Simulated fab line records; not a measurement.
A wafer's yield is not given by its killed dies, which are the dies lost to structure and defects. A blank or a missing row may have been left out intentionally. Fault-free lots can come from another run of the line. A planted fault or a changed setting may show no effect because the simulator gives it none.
One fault through the eyes of 2 desks -- flow gf180mcu -- every desk sees just its own numbers, and what lay behind them comes last

## FROM THE METROLOGY DESK
What the gauges read for every lot (on any tool): the sampled wafers with a number, averaged. The brackets show how far a lot's mean lies from the usual mean; more than 4 standard deviations puts the lot out of limits, marked OUT.
Columns: A = NWELL_OVL at GF_NWELL_OVL_MEAS_07, usual 0.1 nm; B = VT_IMPLANT_TW at GF_VT_IMPLANT_TW_MEAS_10, usual 562
lot,first seen here,A,B
L771,day 3 20:26,-0.4,560
L773,day 4 05:53,0.2,557
L774,day 4 13:40,-0.5,556
L777,day 5 02:13,-0.0,561
L778,day 5 10:05,2.7,559
L779,day 5 13:43,1.8,592 (+7.3) OUT
L780,day 5 17:31,-2.0,563
L783,day 6 11:43,-0.1,601 (+9.5) OUT
L789,day 7 21:34,1.1,558
L790,day 8 02:05,0.8,559
L791,day 8 07:46,0.9,561
L792,day 8 13:36,1.1,561
Per this desk, out of limits: L779, L783; the first was L779, day 8 05:13 (VT_IMPLANT_TW at GF_VT_IMPLANT_TW_MEAS_10). L771, L773, L774, L777, L778, L780, L789, L790, L791, L792: within limits.

## TOOL OWNER'S DESK, implanter-03
The tool's own readings at GF_VT_IMPLANT_IMPLANT_08: means of the sampled wafers that have a number, for each lot that ran on this tool. The brackets show how far a lot's mean lies from the usual mean; more than 4 standard deviations puts the lot out of limits, marked OUT.
Columns: A = dose-ions-cm2 at GF_VT_IMPLANT_IMPLANT_08, usual 8.291e+12; B = end-station-pressure-torr at GF_VT_IMPLANT_IMPLANT_08, usual 5e-06 Torr; C = faraday-current-uA at GF_VT_IMPLANT_IMPLANT_08, usual 46.8
lot,first seen here,A,B,C
L773,day 6 17:08,8.300e+12,5e-06,46.2
L777,day 7 16:24,8.303e+12,5e-06,46.4
L779,day 8 04:58,9.909e+12 (+99 or more) OUT,5e-06,55.6 (+10) OUT
L783,day 9 06:34,9.900e+12 (+99 or more) OUT,5e-06,56.1 (+11) OUT
Finding of this desk: L779, L783 out of limits; the first was L779 at day 8 04:58, on dose-ions-cm2 at GF_VT_IMPLANT_IMPLANT_08. L773, L777: within limits.

## PUT TOGETHER
On L779, L783, at day 8 04:58, an alarm was possible from the tool owner's desk.
Metrology desk: alarm possible at day 8 05:13 on L779, L783.
On implanter-03, each named lot ran GF_VT_IMPLANT_IMPLANT_08.

## WHAT HAD BEEN PUT IN BY THE SIMULATOR
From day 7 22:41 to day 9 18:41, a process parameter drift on implanter-03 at GF_VT_IMPLANT_IMPLANT_08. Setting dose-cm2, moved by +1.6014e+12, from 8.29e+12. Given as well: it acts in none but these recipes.
Shown lots that were struck: L779, L783.
Hours from the fault's start to each desk's first reading out of limits: the tool owner's desk, 6; the metrology desk, 7.
